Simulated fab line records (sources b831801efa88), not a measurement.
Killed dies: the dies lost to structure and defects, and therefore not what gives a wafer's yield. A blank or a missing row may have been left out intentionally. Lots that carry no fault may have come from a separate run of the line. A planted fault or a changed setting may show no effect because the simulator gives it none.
A struck lot beside a sound one | flow gf180mcu | 16 steps out of a route of 602
Sound: these wafers, L861.1, L861.5, L861.6. Struck: wafer L854.6 (L854.3, L854.4, from the same lot, were not struck and are left out); the cause is given at the end.
At each step with rows: each side's tool, then ch and its chambers, then its first start. Under that, the readings that differ: sound wafers | struck wafers | difference of the means | sigmas: that difference in standard deviations of wafers without a fault.
alike: readings with means less than 2 such deviations apart, plus words and numbers identical on both sides. not compared: withheld readings, readings lacking a value on some wafer, bounds such as >300 that could conceal the same value, and numbers that have no deviation in the record and whose values overlap.
The two part at a step that has a row with sigmas, a row that says differs or no value, or rows on one side only. Numbers that don't overlap but have no deviation are shown without sigmas and don't part them. Lack of a reading on every wafer of one side parts them only where that side has two or more wafers.

first, 6 steps without rows for these wafers: GF_M4_HMDS_08 (prime time 60 s); GF_M4_COAT_09 (resist thk 1000 nm); GF_M4_SOFTBAKE_10 (time 60 s); GF_M4_EXPOSE_11 (exposes mask Metal4, target cd 280 nm); GF_M4_PEB_12 (peb time 90 s); GF_M4_DEVELOP_13 (develop time 60 s).
GF_M4_CD_MEAS_14 targets a cd of 280 nm.
  sound: cd_sem-01 at day 28 14:58; struck: cd_sem-01 at day 26 07:14
  alike: cd_nm
GF_M4_OVL_MEAS_15:
  sound: overlay-01 at day 28 15:05; struck: overlay-01 at day 26 07:20
  reading     | sound | struck | difference | sigmas
  M4_OVL (nm) | 3 8 4 | -8     | -13        | -2
GF_M4_METAL_ETCH_16: etches the open film in Cl2/BCl3, stops on SiO2, target depth 750.8 nm, time 125.1 s.
  sound on rie_metal-04 ch 0,1, day 28 15:08; struck on rie_metal-04 ch 0, day 26 07:24
  alike: bias_w, drypump_motor_current_A, oes_product_au, rf_fwd_power_W, throttle_valve_pct
  not compared: rf_hours_counter_h
GF_M4_STRIP_17: strips in O2/N2.
  sound on plasma_asher-02 ch 0,1, day 28 15:18; struck on plasma_asher-02 ch 0, day 26 07:31
  alike: drypump_motor_current_A, heater_power_w, oes_product_au, strip_time_to_endpoint_s
  not compared: rf_hours_counter_h
then, 2 steps without rows for these wafers: GF_M4_STRIP_18 (strips in post etch residue remover, time 1200 s); GF_M4_CLEAN_19 (cleans in DIW).
GF_V4_CVD_00: deposits SiO2, target thk 600 nm, time 100 s.
  sound on hdpcvd-01 ch 0,2, day 28 15:53; struck on hdpcvd-02 ch 0, day 26 08:01
  reading                             | sound             | struck | difference | sigmas
  sih4_flow_sccm (sccm)               | 60.07 59.96 60.15 | 89.93  | +29.87     | +99 or more
  model.SiO2_of_V4_CVD_00.thk_nm (nm) | 593 587.9 592.8   | 902.8  | +311.6     |
GF_V4_THK_MEAS_01:
  sound: film_metro-04 at day 28 15:58; struck: film_metro-04 at day 26 08:07
  reading            | sound       | struck | difference | sigmas
  V4_CVD_00_THK (nm) | 593 588 593 | 903    | +312       | +50
GF_V4_CVD_02: deposits SiO2 from TEOS, target thk 850 nm, time 94.851 s.
  sound on pecvd-01 ch 0,1, day 28 16:01; struck on pecvd-01 ch 0, day 26 08:11
  alike: heater_power_w, rf_fwd_power_W
after that, 1 step had no rows for these wafers: GF_PASSIVATION_PROBE_99.

## WHERE THEY PART
Last at GF_V4_THK_MEAS_01 as far as this record goes, first at GF_M4_OVL_MEAS_15. Later steps at which nothing parts them and some readings are alike: GF_V4_CVD_02.

WHY: whatever the simulator had introduced
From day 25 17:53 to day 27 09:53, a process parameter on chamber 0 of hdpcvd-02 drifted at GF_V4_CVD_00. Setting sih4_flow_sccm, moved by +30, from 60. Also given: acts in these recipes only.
